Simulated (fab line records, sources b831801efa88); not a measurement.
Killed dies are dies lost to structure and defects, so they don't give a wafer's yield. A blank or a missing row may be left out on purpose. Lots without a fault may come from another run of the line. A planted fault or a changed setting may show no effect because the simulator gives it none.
Which tool did it? | flow sky130 | 11 lots, 33 wafers sampled, at 6 steps of a route of 708

WHAT THE GAUGES READ, wafer by wafer
SKY_RES_XHIGH_TW_MEAS_09. Usual: RES_XHIGH_TW 1644, standard deviation 7.9.
lot  | measured     | on            | RES_XHIGH_TW   | flag
L894 | day 26 13:32 | film_metro-02 | 1639 1640 1636 |
L895 | day 27 12:46 | film_metro-01 | 1638 1639 1637 |
L896 | day 27 16:06 | film_metro-04 | 1657 1642 1642 |
L899 | day 28 10:25 | film_metro-01 | 1657 1647 1646 |
L898 | day 28 21:09 | film_metro-04 | 1640 1626 1634 |
L901 | day 29 19:34 | film_metro-01 | 1653 1649 1648 |
L905 | day 31 05:34 | film_metro-02 | 1641 1645 1634 |
L907 | day 31 13:19 | film_metro-04 | 1637 1642 1638 |
L910 | day 32 10:13 | film_metro-01 | 1646 1651 1646 |
L911 | day 32 15:46 | film_metro-04 | 1641 1646 1653 |
L912 | day 32 20:01 | film_metro-01 | 1645 1642 1657 |

SKY_SD_N_RS_MEAS_16: measures by four-point-probe. Usual: SD_N_RS 68.50 ohm/sq, standard deviation 0.14.
lot  | measured     | on            | SD_N_RS (ohm/sq)                    | flag
L894 | day 27 19:25 | film_metro-01 | 68.26 68.38 68.48                   |
L895 | day 28 17:37 | film_metro-04 | 68.65 68.80 68.67                   |
L896 | day 28 20:49 | film_metro-01 | 68.31 68.33 68.33                   |
L899 | day 29 15:17 | film_metro-02 | 68.37 68.51 68.33                   |
L898 | day 30 01:59 | film_metro-01 | 68.46 68.43 68.28                   |
L901 | day 30 23:44 | film_metro-04 | 68.99 68.67 68.67                   |
L905 | day 32 09:10 | film_metro-02 | 68.56 68.60 68.48                   |
L907 | day 32 16:57 | film_metro-02 | 68.47 68.37 68.42                   |
L910 | day 33 13:17 | film_metro-04 | 63.98 64.08 64.07 64.12 63.97 63.99 | OFF
L911 | day 33 18:39 | film_metro-04 | 68.55 68.51 68.72                   |
L912 | day 33 23:10 | film_metro-02 | 63.87 63.81 63.95 63.66 63.73 63.79 | OFF

SKY_SD_N_RS_MEAS_17: measures by four-point-probe. Usual: SD_P_RS 147.0 ohm/sq, standard deviation 0.43.
lot  | measured     | on            | SD_P_RS (ohm/sq)                    | flag
L894 | day 27 19:32 | film_metro-01 | 146.9 146.6 146.5                   |
L895 | day 28 17:44 | film_metro-04 | 147.1 147.3 147.2                   |
L896 | day 28 20:56 | film_metro-01 | 146.3 146.2 146.3                   |
L899 | day 29 15:25 | film_metro-02 | 146.3 146.6 146.0                   |
L898 | day 30 02:07 | film_metro-01 | 146.8 146.5 146.6                   |
L901 | day 30 23:52 | film_metro-04 | 147.7 147.6 147.5                   |
L905 | day 32 09:17 | film_metro-02 | 147.1 147.2 147.1                   |
L907 | day 32 17:04 | film_metro-02 | 146.9 147.1 147.0                   |
L910 | day 33 16:32 | film_metro-04 | 125.7 125.9 126.1 125.8 126.2 125.9 | OFF
L911 | day 33 18:46 | film_metro-04 | 147.2 147.0 147.4                   |
L912 | day 34 06:58 | film_metro-02 | 125.4 125.5 125.6 125.5 125.5 125.5 | OFF

SKY_LOCAL_INTERCONNECT_CD_MEAS_11: target cd 170 nm. Usual: cd_nm 169.6 nm, standard deviation 1.7.
lot  | measured     | on        | cd_nm (nm)        | flag
L894 | day 30 04:46 | cd_sem-02 | 173.4 174.0 172.8 |
L895 | day 31 02:13 | cd_sem-01 | 166.7 167.0 167.6 |
L896 | day 31 06:10 | cd_sem-02 | 170.8 170.0 169.9 |
L899 | day 32 00:33 | cd_sem-01 | 168.1 169.7 167.9 |
L898 | day 32 11:02 | cd_sem-02 | 170.6 170.1 171.7 |
L901 | day 33 07:26 | cd_sem-01 | 169.2 168.9 169.8 |
L905 | day 34 15:16 | cd_sem-02 | 170.8 170.0 169.3 |
L907 | day 34 23:26 | cd_sem-02 | 170.3 171.1 170.3 |
L911 | day 36 00:02 | cd_sem-01 | 170.8 169.8 169.8 |

WHICH TOOL RAN EACH LOT (tool, then ch and the chambers of the sampled wafers, then the start)
lot  | SKY_RES_PROTECT_STRIP_07             | SKY_SD_N_RTA_14
L894 | plasma_asher-04 ch 0,1, day 15 00:25 | rtp_anneal-01 ch 0, day 27 19:15
L895 | plasma_asher-02 ch 0,1, day 15 13:38 | rtp_anneal-02 ch 0, day 28 17:26
L896 | plasma_asher-02 ch 0,1, day 15 19:52 | rtp_anneal-01 ch 0, day 28 20:38
L899 | plasma_asher-01 ch 0,1, day 16 23:58 | rtp_anneal-01 ch 0, day 29 15:07
L898 | plasma_asher-01 ch 0,1, day 17 09:11 | rtp_anneal-02 ch 0, day 30 01:49
L901 | plasma_asher-04 ch 0,1, day 18 08:44 | rtp_anneal-02 ch 0, day 30 23:34
L905 | plasma_asher-02 ch 0,1, day 19 23:52 | rtp_anneal-02 ch 0, day 32 09:00
L907 | plasma_asher-04 ch 0,1, day 20 06:28 | rtp_anneal-02 ch 0, day 32 16:47
L910 | plasma_asher-02 ch 0,1, day 21 09:56 | rtp_anneal-01 ch 0, day 33 13:07
L911 | plasma_asher-04 ch 0,1, day 21 12:07 | rtp_anneal-02 ch 0, day 33 18:28
L912 | plasma_asher-04 ch 0,1, day 21 18:46 | rtp_anneal-01 ch 0, day 33 23:00
- SKY_RES_PROTECT_STRIP_07: strips in O2/N2.
- SKY_SD_N_RTA_14: time 2 s.

WHAT THE TOOLS THEMSELVES READ (means of the sampled wafers that have a number; where no wafer has one, the mark that the record gives instead)
SKY_RES_PROTECT_STRIP_07. Usual: drypump_motor_current_A 5.7 A, standard deviation 0.34; oes_product_au 0.518 a.u., standard deviation 0.0042; strip_time_to_endpoint_s 23.33 s, standard deviation 0.048.
lot  | tool            | drypump_motor_current_A (A) | oes_product_au (a.u.) | strip_time_to_endpoint_s (s) | flag
L894 | plasma_asher-04 | 5.5                         | 0.522                 | 23.36                        |
L895 | plasma_asher-02 | 5.7                         | 0.519                 | 23.26                        |
L896 | plasma_asher-02 | 5.7                         | 0.519                 | 23.31                        |
L899 | plasma_asher-01 | 5.9                         | 0.521                 | 23.39                        |
L898 | plasma_asher-01 | 6.0                         | 0.519                 | 23.33                        |
L901 | plasma_asher-04 | 5.5                         | 0.516                 | 23.37                        |
L905 | plasma_asher-02 | 5.9                         | 0.513                 | 23.29                        |
L907 | plasma_asher-04 | 5.5                         | 0.521                 | 23.35                        |
L910 | plasma_asher-02 | 5.7                         | 0.519                 | 23.34                        |
L911 | plasma_asher-04 | 5.5                         | 0.519                 | 23.28                        |
L912 | plasma_asher-04 | 5.5                         | 0.521                 | 23.34                        |

SKY_SD_N_RTA_14. Usual: lamp_power_pct 15.73 %, standard deviation 0.047; wafer_temp_C_max 1078.3, standard deviation 1.4.
lot  | tool          | lamp_power_pct (%) | wafer_temp_C_max | flag
L894 | rtp_anneal-01 | 15.79              | 1078.3           |
L895 | rtp_anneal-02 | 15.72              | 1079.6           |
L896 | rtp_anneal-01 | 15.71              | 1078.2           |
L899 | rtp_anneal-01 | 15.74              | 1077.4           |
L898 | rtp_anneal-02 | 15.75              | 1078.4           |
L901 | rtp_anneal-02 | 15.75              | 1078.4           |
L905 | rtp_anneal-02 | 15.70              | 1078.0           |
L907 | rtp_anneal-02 | 15.76              | 1078.4           |
L910 | rtp_anneal-01 | 16.44              | 1102.5           | OFF
L911 | rtp_anneal-02 | 15.72              | 1078.0           |
L912 | rtp_anneal-01 | 16.45              | 1101.4           | OFF

THE ANSWER, worked out from the rows above alone
Rule: a lot is off if the mean of its wafers that have a number lies more than 3 standard deviations from the usual mean. A lot without any number at a reading at which 4 lots or more have one is off too. The other lots that the step has rows for count as sound. The gauges are gone through in route order, then the tools' own readings, and for those a lot's mean is taken as printed above. The first step at which some lot is off is used, and at that step the reading that is off furthest; a lot without a number counts as furthest.
Off: L910, L912, at SKY_SD_N_RS_MEAS_16 (SD_N_RS).
A tool fits if, at a process step before that reading, it ran every lot that is off, and no sound lot after the first of them. The gauges at SKY_SD_N_RS_MEAS_16 aren't tried: what is off there is off at SKY_SD_N_RTA_14 too, on other tools, and a gauge's error can't cause that. One fits: rtp_anneal-01 at SKY_SD_N_RTA_14. Its last sound lot is L899 (day 29 15:07), its first lot that is off L910 (day 33 13:07): a fault that began between those two fits.
The tool's own readings at SKY_SD_N_RTA_14 bear it out: on the lots that are off they differ by more than 5 times the standard deviation of the sound lots' means. lamp_power_pct reads 16.45 % there against 15.74 % on the sound lots; wafer_temp_C_max reads 1102.0 there against 1078.3 on the sound lots.

WHAT THE SIMULATOR HAD PUT IN
Process parameter drift: rtp_anneal-01, from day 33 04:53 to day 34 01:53, at SKY_SD_N_RTA_14. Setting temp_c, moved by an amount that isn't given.
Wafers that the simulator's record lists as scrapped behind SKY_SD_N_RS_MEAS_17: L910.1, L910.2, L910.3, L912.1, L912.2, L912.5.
Lots struck among those shown: L910, L912. The rule above found the same.
